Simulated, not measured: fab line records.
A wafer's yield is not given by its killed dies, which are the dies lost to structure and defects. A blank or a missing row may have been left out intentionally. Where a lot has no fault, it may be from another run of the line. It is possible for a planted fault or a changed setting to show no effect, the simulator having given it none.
Matching of chambers | flow sfq-line | cmp-02 running SFQ_TRILAYER_I2_CMP_CMP_064: 4 sister chambers
The step polishes SiO2. 4 wafers are shown with their chamber, then 6 later ones without.

EACH WAFER AND ITS CHAMBER
wafer  | chamber | motor-current-A (A)
L750.3 | 3       | 10.0
L753.2 | 0       | 10.4
L753.5 | 1       | 9.0
L753.6 | 2       | 9.4

WAFERS WITHOUT THEIR CHAMBER
wafer  | motor-current-A (A)
L755.1 | 9.9
L755.3 | 10.3
L755.5 | 9.2
L758.2 | 9.5
L758.1 | 8.5
L758.3 | 10.9

CHAMBER TAKEN BY EACH
wafer  | from the rows above          | in truth
L755.1 | can't be placed: 3 or 0 or 2 | 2
L755.3 | can't be placed: 0 or 3      | 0
L755.5 | can't be placed: 1 or 2 or 3 | 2
L758.2 | can't be placed: 2 or 1 or 3 | 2
L758.1 | can't be placed: 1 or 2      | 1
L758.3 | can't be placed: 0 or 3      | 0
Correctly placed: 0 of 6. These rows do not allow placing 6 (true chamber among the candidates in 6). Wrongly placed: 0.
How it was worked out, from the rows above alone: a wafer's distance from a chamber is the root of the sum, over the readings, of the square of ((its reading less the chamber's mean) divided by the reading's scatter). The wafer belongs to the nearest chamber; if the next one is less than 2 further off, it can't be placed. A chamber's mean is the mean of its shown wafers. The scatter (one wafer shown for each chamber): square how far every hidden wafer sits from the nearest shown wafer, average those squares and take the square root.
